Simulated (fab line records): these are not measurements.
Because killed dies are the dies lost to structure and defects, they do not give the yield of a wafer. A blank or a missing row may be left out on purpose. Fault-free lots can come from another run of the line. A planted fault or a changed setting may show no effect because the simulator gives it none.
What tool caused it? / flow sky130 / route of 708 steps, sampled at 1 step: 14 lots, 42 wafers

## WHAT THE GAUGES READ, wafer by wafer
SKY_METAL1_RS_MEAS_05: the measuring method here is four-point-probe. Usual: for METAL1_ALCU_RS the level is 0.1324 ohm/sq and the standard deviation is 0.0019.
lot=L575; measured=day 31 06:50; on=filmMetro-04; METAL1_ALCU_RS (ohm/sq)=0.1347 0.1331 0.1320; flag=
lot=L576; measured=day 31 09:35; on=filmMetro-04; METAL1_ALCU_RS (ohm/sq)=0.1358 0.1335 0.1324; flag=
lot=L577; measured=day 32 04:52; on=filmMetro-03; METAL1_ALCU_RS (ohm/sq)=0.1279 0.1289 0.1304; flag=
lot=L579; measured=day 32 19:35; on=filmMetro-04; METAL1_ALCU_RS (ohm/sq)=0.1310 0.1293 0.1304; flag=
lot=L584; measured=day 34 18:32; on=filmMetro-04; METAL1_ALCU_RS (ohm/sq)=0.1341 0.1355 0.1331; flag=
lot=L586; measured=day 35 05:20; on=filmMetro-03; METAL1_ALCU_RS (ohm/sq)=0.1327 0.1340 0.1353; flag=
lot=L590; measured=day 36 11:33; on=filmMetro-04; METAL1_ALCU_RS (ohm/sq)=0.1293 0.1298 0.1308; flag=
lot=L591; measured=day 37 10:08; on=filmMetro-04; METAL1_ALCU_RS (ohm/sq)=0.1329 0.1333 0.1310; flag=
lot=L592; measured=day 38 14:26; on=filmMetro-01; METAL1_ALCU_RS (ohm/sq)=0.1320 0.1343 0.1333; flag=
lot=L593; measured=day 38 15:21; on=filmMetro-04; METAL1_ALCU_RS (ohm/sq)=0.1322 0.1301 0.1317; flag=
lot=L594; measured=day 38 15:31; on=filmMetro-01; METAL1_ALCU_RS (ohm/sq)=0.1327 0.1324 0.1342; flag=
lot=L596; measured=day 38 15:52; on=filmMetro-01; METAL1_ALCU_RS (ohm/sq)=0.1330 0.1301 0.1320; flag=
lot=L595; measured=day 38 16:52; on=filmMetro-04; METAL1_ALCU_RS (ohm/sq)=0.1346 0.1315 0.1334; flag=
lot=L597; measured=day 38 21:08; on=filmMetro-01; METAL1_ALCU_RS (ohm/sq)=0.1322 0.1324 0.1345; flag=

## EACH LOT AND THE TOOL THAT RAN IT (in order: tool; ch and the chambers of the sampled wafers; start)
Before these readings, the record contains no process step.

## AS READ BY THE TOOLS THEMSELVES (means over the sampled wafers that have a number; for cases with no such wafer, the mark the record gives instead)
The record holds no such reading with a usual standard deviation.

## THE ANSWER, worked out from the rows above alone
Rule: a lot is off if the mean of its wafers that have a number lies more than 3 standard deviations from the usual mean. A lot without any number at a reading at which 4 lots or more have one is off too. The other lots that the step has rows for count as sound. Order of review: gauges by route order, followed by the tools' own readings, for which a lot's mean as printed above is used. At the first step where some lot is off, the reading lying furthest off is the one used; lots without a number count as furthest.
No lot is off on any of the readings shown, so nothing can be concluded from this.

## WHAT THE SIMULATOR HAD PUT IN
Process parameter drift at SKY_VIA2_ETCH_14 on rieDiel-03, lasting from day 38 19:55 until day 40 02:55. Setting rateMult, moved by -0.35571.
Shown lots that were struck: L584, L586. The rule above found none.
